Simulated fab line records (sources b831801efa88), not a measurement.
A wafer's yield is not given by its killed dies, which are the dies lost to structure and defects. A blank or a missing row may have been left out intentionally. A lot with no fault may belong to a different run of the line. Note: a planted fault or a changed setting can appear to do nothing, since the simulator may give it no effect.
Split-lot experiment ; flow sky130 ; on a route of 708 steps: 5 lots, 27 wafers read

THE SPLIT ITSELF
At SKY_POLY_GATE_DEVELOP_12 (develop time 60 s), the setting develop_time_s was moved away from the recipe's 60 s on 9 of the 27 wafers read, by -51.2% to +49.0%. All remaining wafers had this setting at the recipe value.

Between the split and the reading, the file records no step.

THE READING
Shown in nm: cd_nm at SKY_POLY_GATE_CD_MEAS_13, with target cd 150 nm. On this fab line, fault-free wafers typically give 150.1 nm with a standard deviation of 1.2 nm.

wafer;tool, chamber at the split;develop_time_s as run, s;against the recipe;cd_nm, nm;against lot-mates on the recipe
L074.1;litho_track-02, 0;29.28;-51.2%;162.5;+12.1
L074.2;litho_track-02, 0;60;recipe;150.0;-
L074.3;litho_track-02, 0;29.28;-51.2%;162.3;+11.9
L074.4;litho_track-02, 0;29.28;-51.2%;163.3;+12.9
L074.5;litho_track-02, 0;60;recipe;151.2;-
L074.6;litho_track-02, 0;60;recipe;150.0;-
L076.3;litho_track-02, 0;60;recipe;151.5;-
L076.4;litho_track-02, 0;60;recipe;152.1;-
L076.5;litho_track-02, 0;60;recipe;150.0;-
L081.1;litho_track-03, 0;87.4;+45.7%;142.5;-6.4
L081.2;litho_track-03, 0;60;recipe;148.6;-
L081.3;litho_track-03, 0;87.4;+45.7%;141.4;-7.5
L081.4;litho_track-03, 0;60;recipe;148.2;-
L081.5;litho_track-03, 0;87.4;+45.7%;142.4;-6.5
L081.6;litho_track-03, 0;60;recipe;150.0;-
L082.1;litho_track-03, 0;89.38;+49.0%;144.4;-7.2
L082.2;litho_track-03, 0;60;recipe;151.9;-
L082.3;litho_track-03, 0;89.38;+49.0%;144.8;-6.8
L082.4;litho_track-03, 0;60;recipe;151.3;-
L082.5;litho_track-03, 0;60;recipe;151.5;-
L082.6;litho_track-03, 0;89.38;+49.0%;145.2;-6.4
L084.1;litho_track-02, 0;60;recipe;150.4;-
L084.2;litho_track-02, 0;60;recipe;149.3;-
L084.3;litho_track-02, 0;60;recipe;151.5;-
L084.4;litho_track-02, 0;60;recipe;149.9;-
L084.5;litho_track-02, 0;60;recipe;151.7;-
L084.6;litho_track-02, 0;60;recipe;150.1;-

THE FIT
A straight line over all 27 wafers: cd_nm changes by -0.185 nm for each +1% of develop_time_s; r = -0.96; the points scatter about the line by 1.6 nm.
The same after taking each lot's own level away (the mean of its wafers on the recipe; 27 wafers): -0.184 nm for each +1%; r = -0.97; scatter 1.3 nm.
According to that fit, moving develop_time_s by its largest amount changes the reading by 9.4 nm.
From 148.93 to 151.57 nm: that is the span of the lots' own levels, equal to 2.2 times the standard deviation above.
So the lot-to-lot level changes the slope little: the two slopes agree.
Check: for one of the wafers moved furthest among these (-51.2%), held out of the fit, the line's prediction against its lot-mates is +9.7 nm. Against them it came out at +12.1 nm.

ADDITIONAL SPLITS CARRIED BY THESE WAFERS
These wafers also went through other splits before the reading. Each is held against what the fit with the lots' levels taken away leaves over:
other split on the same wafers;wafers away from the commonest value;r with cd_nm (lot level and that fit taken away)
SKY_SONOS_ONO_ETCH_15 time_s;6;+0.00

THE FILE'S OWN FIT
cd_nm changes by -0.179 nm for each +1% of develop_time_s, r = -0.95.
